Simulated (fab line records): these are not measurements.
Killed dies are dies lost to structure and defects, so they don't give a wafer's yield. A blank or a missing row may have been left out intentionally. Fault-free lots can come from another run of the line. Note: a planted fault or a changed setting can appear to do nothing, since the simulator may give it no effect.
2 desks, one fault    flow sky130    numbers are kept per desk, each desk with only its own; the story behind them comes last

## DESK OF THE TOOL OWNER: plasma_asher-01
The tool's own readings at SKY_SD_N_STRIP_11 (strips in O2/N2): means of the sampled wafers that have a number, for each lot that ran on this tool. A lot is out of limits, marked OUT, if its mean lies more than 4 standard deviations from the usual mean; the brackets give that distance.
Columns: A = drypump_motor_current_A at SKY_SD_N_STRIP_11, usual 5.8 A; B = o2_flow_sccm at SKY_SD_N_STRIP_11, usual 2999 sccm; C = oes_product_au at SKY_SD_N_STRIP_11, usual 0.528 a.u.; D = strip_time_to_endpoint_s at SKY_SD_N_STRIP_11, usual 22.55 s
lot   first seen here  A    B     C      D
L256  day 27 12:29     6.1  3005  0.528  22.52
L264  day 30 10:28     5.7  2990  0.532  22.55
L265  day 30 19:04     5.3  3000  0.528  22.60
L268  day 32 10:23     5.7  2992  0.530  22.59
L272  day 33 05:58     5.7  3001  0.514  23.62 (+27) OUT
L273  day 33 06:58     6.1  3000  0.523  23.04 (+13) OUT
This desk's finding: out of limits on L272, L273; first on L272, day 33 05:58 (strip_time_to_endpoint_s at SKY_SD_N_STRIP_11). L256, L264, L265, L268: within limits.

## THE METROLOGY DESK
Lot by lot, what the gauges showed, no matter which tool ran the lot: averages of those sampled wafers that carry a number. A lot is out of limits, marked OUT, if its mean lies more than 4 standard deviations from the usual mean; the brackets give that distance.
Columns: A = SPACER_CVD_00_THK at SKY_SPACER_THK_MEAS_01, usual 43.1 nm; B = SD_N_TW at SKY_SD_N_TW_MEAS_12, usual 3951; C = LI_CONTACT_BOW at SKY_LI_CONTACT_BOW_MEAS_03, usual 55 um
lot   first seen here  A     B     C
L256  day 22 15:29     43.2  3931  62
L259  day 24 22:57     43.7  3961  54
L258  day 24 22:58     42.8  3959  60
L261  day 24 23:01     43.3  3947  64
L262  day 25 07:35     43.3  3965  56
L264  day 25 18:22     42.9  3977  57
L265  day 26 02:11     43.2  3991  49
L267  day 27 05:01     43.3  3954  58
L268  day 27 17:49     43.3  3936  54
L272  day 28 14:52     43.6  3962  50
L273  day 28 17:53     42.9  3951  52
L278  day 30 13:39     43.2  3912  52
L279  day 30 20:07     43.3  3974  53
This desk found nothing out of limits on any of the 13 lots.

## ALL TOGETHER
An alarm could have come from the tool owner's desk at day 33 05:58, on L272, L273.
The metrology desk saw nothing out of limits.
The metrology desk has L272, L273 on record, within its limits.
Every lot named ran SKY_SD_N_STRIP_11 on plasma_asher-01.

## WHAT THE SIMULATOR HAD INSERTED
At SKY_SD_N_STRIP_11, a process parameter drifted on plasma_asher-01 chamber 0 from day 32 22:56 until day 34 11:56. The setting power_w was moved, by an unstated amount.
Shown lots that were struck: L272, L273.
How many hours passed from the start of the fault until each desk's first out-of-limits reading: the tool owner's desk, 7.
